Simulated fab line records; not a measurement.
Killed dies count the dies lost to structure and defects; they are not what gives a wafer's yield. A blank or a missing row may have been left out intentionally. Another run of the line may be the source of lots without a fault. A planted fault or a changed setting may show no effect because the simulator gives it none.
8D (eight disciplines) problem report, filled in by code	flow gf180mcu	the parts of the form that need people (team, actions taken, sign-off) are left out

1. WHAT WENT WRONG
M2_ALCU_RS at GF_M2_RS_MEAS_05 reads a mean of 0.0648 ohm/sq on 1 wafer of 1 lot; wafers without a fault read 0.0695 ohm/sq with a standard deviation of 0.00075. Relative to the usual mean, that is a shift of -6.3 standard deviations.
The step: measures by four-point-probe.
Seen first at day 20 21:16 on film metro-02, wafer L128.1. At this step, 36 wafers from 12 lots have a number in the record. Rule for "out", or "out of limits": more than 4 standard deviations from the usual mean. The rest of the wafers with a number are treated as sound.

2. WHAT IT IS AND WHAT IT IS NOT
question	is	is not
which readings at this step	M2_ALCU_RS	-
which lots	L128	L122, L125, L126, L129, L131, L139, L140, L142, L143, L144, L145
which wafers of those lots	L128.1	L128.2, L128.4
read on which gauges	film metro-02	film metro-01, film metro-04
when	from day 20 21:16	up to then (11 sound wafers); but 24 sound wafers of L129, L131, L139, L140, L142, L143, L144, L145 came after

3. WHAT RULES OUT EACH SUSPECT
Counting: if a tool at a process step up to the reading ran every lot that is out, it stays a suspect. Sound lots after the first of them don't rule it out here, since some wafers of a struck lot are sound.
- the gauge at GF_M2_RS_MEAS_05: kept. All the wafers that are out were read on film metro-02, and no step on other tools shows them out.
- pecvd-04 at GF_V1_CVD_02 (deposits SiO2 from TEOS, target thk 850 nm, time 94.851 s): kept. It ran the lot that is out, L128 (day 19 20:22); its last sound lot up to then is L125 (day 18 12:53).
- pvd sputter-02 at GF_V1_SPUTTER_21 (material Ti, target thk 15 nm, time 80.02 s): kept. It ran the lot that is out, L128 (day 20 20:20); its last sound lot up to then is L126 (day 20 08:34).
- pvd sputter-01 at GF_M2_SPUTTER_02 (material AlCu, target thk 450 nm, time 23.9 s): kept. It ran the lot that is out, L128 (day 20 21:10); its last sound lot up to then is L126 (day 20 09:23).
Left after counting: pecvd-04 at GF_V1_CVD_02, pvd sputter-02 at GF_V1_SPUTTER_21, pvd sputter-01 at GF_M2_SPUTTER_02, film metro-02 at GF_M2_RS_MEAS_05.

4. THE CAUSE (what the simulator had put in)
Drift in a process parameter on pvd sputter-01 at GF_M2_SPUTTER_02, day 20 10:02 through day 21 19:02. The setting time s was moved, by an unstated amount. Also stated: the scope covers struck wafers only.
4 suspects survive the count, and this tool is in that group.

5. THE EFFECT CHAIN, in route order
Each row: a reading whose mean over the struck wafers that have a number lies more than 3 standard deviations from the usual. Only readings whose record carries a usual standard deviation are examined. hours: median over the lots of the time between each lot's start at the first step of this table that gives one and its start at this step. sigmas: the change, counted in usual standard deviations.
hours	step	reading	usual	on struck wafers	change	sigmas
0	GF_M2_RS_MEAS_05	M2_ALCU_RS	0.0695 ohm/sq	0.0648	-0.0047	-6.3
0	GF_M2_THK_MEAS_06	M2_ALCU_THK	453 nm	488	+35	+6.6
Later steps that measure or inspect, where all struck wafers having a row at the step show a number for every such reading and not one has moved that far: GF_V2_BOW_MEAS_05.

6. HOW IT WOULD HAVE BEEN CAUGHT EARLIER
The first out-of-limits reading at a measuring or inspecting step in this record came at day 20 21:16, 11 hours after the fault's start at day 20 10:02.
Of the tool readings at GF_M2_SPUTTER_02 for which the record gives a usual standard deviation, none was out on any struck wafer, so an alarm limit of 4 standard deviations on them would not have fired.
The start of GF_M2_SPUTTER_02 on pvd sputter-01 came by day 20 21:16 for every one of the lots that are out (1). Had the tool been put on hold then, not one of them would have been saved.
